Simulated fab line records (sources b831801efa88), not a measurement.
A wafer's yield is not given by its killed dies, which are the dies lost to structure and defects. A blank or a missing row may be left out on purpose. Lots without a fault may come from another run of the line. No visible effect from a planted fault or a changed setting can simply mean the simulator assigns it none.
Comparing a struck lot with a sound one / flow gf180mcu / 44 out of 602 route steps
Sound: these wafers, L677.3, L677.5, L677.6. Struck: wafers L688.2, L688.3, L688.5. At the end, the cause is stated.
For every step that has rows: the tool of each side, followed by ch and its chambers, followed by its first start. Under that, the readings that differ: sound wafers / struck wafers / difference of the means / sigmas: that difference in standard deviations of wafers without a fault.
alike: readings whose means differ by less than 2 such deviations, and words and numbers that are the same on both sides. not compared: withheld readings, readings that some wafer has no value for, bounds like >300 that may hide the same value, and numbers for which the record gives no deviation and whose values overlap.
The two part at a step that has a row with sigmas, a row that says differs or no value, or rows on one side only. Non-overlapping numbers with no deviation appear without sigmas and do not part them. A reading missing from all wafers of one side parts the sides only when that side holds two or more wafers.

first, 1 step without rows for these wafers: GF_DUAL_GATE_WET_ETCH_12 (etches SiO2 in dHF, target depth 13 nm, time 260 s).
GF_DUAL_GATE_STRIP_13: strips in O2/N2.
  sound on plasma-asher-01 ch 0,1, day 9 00:48; struck on plasma-asher-04 ch 0,1, day 12 13:32
  alike: drypump-motor-current-A, heater-power-w, oes-product-au, strip-time-to-endpoint-s
  not compared: rf-hours-counter-h
then, 3 steps without rows for these wafers: GF_DUAL_GATE_CLEAN_14 (cleans in SC1/SC2, time 150 s); GF_DUAL_GATE_OXIDATION_15 (stabilise 600 s, purge 300 s, target thk 7.098 nm); GF_POLY_GATE_CVD_00 (deposits poly-Si, target thk 200 nm, time 1200 s).
GF_POLY_GATE_THK_MEAS_01:
  sound on film-metro-02, day 9 03:50; struck on film-metro-04, day 12 19:05
  alike: POLY_GATE_CVD_00_THK
then, 6 steps without rows for these wafers: GF_POLY_GATE_DEHYDRATE_02 (time 60 s); GF_POLY_GATE_HMDS_03 (prime time 60 s); GF_POLY_GATE_COAT_04; GF_POLY_GATE_COAT_05 (resist thk 700 nm); GF_POLY_GATE_SOFTBAKE_06 (time 60 s); GF_POLY_GATE_EXPOSE_07 (exposes mask Poly2, target cd 280 nm).
GF_POLY_GATE_PEB_08: peb time 90 s.
  sound on litho-track-04 ch 0, day 9 20:31; struck on litho-track-02 ch 0, day 13 14:20
  alike: heater-power-total-W
then, 1 step without rows for these wafers: GF_POLY_GATE_DEVELOP_09 (develop time 60 s).
GF_POLY_GATE_CD_MEAS_10: target cd 280 nm.
  sound on cd-sem-02, day 9 20:51; struck on cd-sem-01, day 13 15:13
reading=cd-nm (nm); sound=279.0 279.6 279.8; struck=275.9 274.1 275.6; difference=-4.3; sigmas=-4
  not compared: hold
GF_POLY_GATE_OVL_MEAS_11:
  sound on overlay-02, day 9 20:56; struck on overlay-01, day 13 17:24
reading=hold; sound=- - -; struck=await-dispo/2.1h/release await-dispo/2.1h/release await-dispo/2.1h/release; difference=no value on the sound wafers; sigmas=
  alike: POLY_GATE_OVL
GF_POLY_GATE_ETCH_12: etches BARC in N2/H2.
  sound on rie-diel-01 ch 0,2,3, day 9 20:58; struck on rie-diel-04 ch 0,1,3, day 13 17:26
reading=model.POLY_GATE.cd-nm (nm); sound=278.7 279.7 281.4; struck=274.6 274.1 274.7; difference=-5.5; sigmas=
  alike: drypump-motor-current-A, oes-product-au, throttle-valve-pct
GF_POLY_GATE_ETCH_13: etches poly-Si in HBr/Cl2, stops on SiO2, target depth 198.5 nm, time 69.6 s.
  sound on rie-si-02 ch 0,3, day 9 21:01; struck on rie-si-02 ch 0,1,2, day 13 17:29
reading=model.POLY_GATE.cd-nm (nm); sound=278.9 280.1 280.2; struck=275.4 273.6 273.2; difference=-5.7; sigmas=
  alike: drypump-motor-current-A, he-backside-leak-sccm, oes-product-au, throttle-valve-pct
  not compared: rf-hours-counter-h
GF_POLY_GATE_STRIP_14: strips in O2/N2.
  sound on plasma-asher-01 ch 0,1, day 9 21:06; struck on plasma-asher-02 ch 0,1, day 13 17:32
  alike: drypump-motor-current-A, heater-power-w, oes-product-au
  not compared: rf-hours-counter-h
then, 1 step without rows for these wafers: GF_POLY_GATE_CLEAN_15 (cleans in SC1/SC2, time 150 s).
GF_POLY_GATE_OXIDATION_16: stabilise 600 s, purge 300 s, target thk 4 nm.
  sound on furnace-01 ch 0, day 9 21:13; struck on furnace-01 ch 0, day 13 17:55
reading=model.SiO2_of_POLY_GATE_OXIDATION_16.thk-nm (nm); sound=4.037 3.978 4.037; struck=4.066 4.065 4.111; difference=+0.063; sigmas=
  alike: zone-power-top-pct
GF_POLY_GATE_THK_MEAS_17:
  sound on film-metro-03, day 9 22:29; struck on film-metro-04, day 13 19:10
  alike: POLY_GATE_OXIDATION_THK
GF_POLY_GATE_CD_MEAS_18:
  sound on cd-sem-02, day 9 22:35; struck on cd-sem-01, day 13 19:15
reading=cd-nm (nm); sound=279.1 279.7 279.7; struck=275.3 273.6 273.7; difference=-5.3; sigmas=-3
then, 7 steps without rows for these wafers: GF_HV_LDD_DEHYDRATE_00 (time 60 s); GF_HV_LDD_HMDS_01 (prime time 60 s); GF_HV_LDD_COAT_02 (resist thk 1000 nm); GF_HV_LDD_SOFTBAKE_03 (time 60 s); GF_HV_LDD_EXPOSE_04 (exposes mask Nplus LV AREA, target cd 400 nm); GF_HV_LDD_PEB_05; GF_HV_LDD_DEVELOP_06 (develop time 60 s).
GF_HV_LDD_CD_MEAS_07: target cd 400 nm.
  sound on cd-sem-02, day 10 16:15; struck on cd-sem-01, day 14 13:37
  alike: cd-nm
GF_HV_LDD_OVL_MEAS_08:
  sound on overlay-01, day 10 16:20; struck on overlay-02, day 14 13:44
  alike: HV_LDD_OVL
next, for these wafers, 1 step has no rows: GF_HV_LDD_IMPLANT_09.
GF_HV_LDD_STRIP_10: strips in O2/N2.
  sound on plasma-asher-03 ch 0,1, day 10 16:32; struck on plasma-asher-01 ch 0,1, day 14 13:55
reading=strip-time-to-endpoint-s (s); sound=12.69 12.68 12.72; struck=12.60 12.61 12.59; difference=-0.10; sigmas=-2
  alike: drypump-motor-current-A, heater-power-w, oes-product-au
  not compared: rf-hours-counter-h
GF_HV_LDD_TW_MEAS_11:
  sound on film-metro-02, day 10 16:38; struck on film-metro-01, day 14 14:01
reading=HV_LDD_TW; sound=2356 2371 2361; struck=2426 2431 2419; difference=+63; sigmas=+3
then, 7 steps without rows for these wafers: GF_HV_LDD_DEHYDRATE_12 (time 60 s); GF_HV_LDD_HMDS_13 (prime time 60 s); GF_HV_LDD_COAT_14 (resist thk 1000 nm); GF_HV_LDD_SOFTBAKE_15 (time 60 s); GF_HV_LDD_EXPOSE_16 (exposes mask Pplus LV AREA, target cd 400 nm); GF_HV_LDD_PEB_17; GF_HV_LDD_DEVELOP_18 (develop time 60 s).
-- the record jumps here: 3 days lie between the struck wafers' starts before and after --
GF_HV_LDD_CLEAN_51: cleans in SC1/SC2, time 150 s.
  sound on wet-bench-03 ch 1, day 13 11:46; struck on wet-bench-02 ch 2, day 17 08:41
reading=model.SiO2_of_POLY_GATE_OXIDATION_16.thk-nm (nm); sound=3.695 3.636 3.696; struck=3.727 3.725 3.773; difference=+0.066; sigmas=
-- record jumps: 16 days separate the struck wafers' starts on either side; left off in module HV_LDD, taken up again in module PASSIVATION, whose first shown step is the route's number 602 --
GF_PASSIVATION_PROBE_99:
  record: rows for the struck wafers here (prober-02, day 33 07:05), none for the sound ones

## WHERE THEY PART
First at GF_POLY_GATE_CD_MEAS_10; last, within this record, at GF_PASSIVATION_PROBE_99.

WHY: whatever the simulator had introduced
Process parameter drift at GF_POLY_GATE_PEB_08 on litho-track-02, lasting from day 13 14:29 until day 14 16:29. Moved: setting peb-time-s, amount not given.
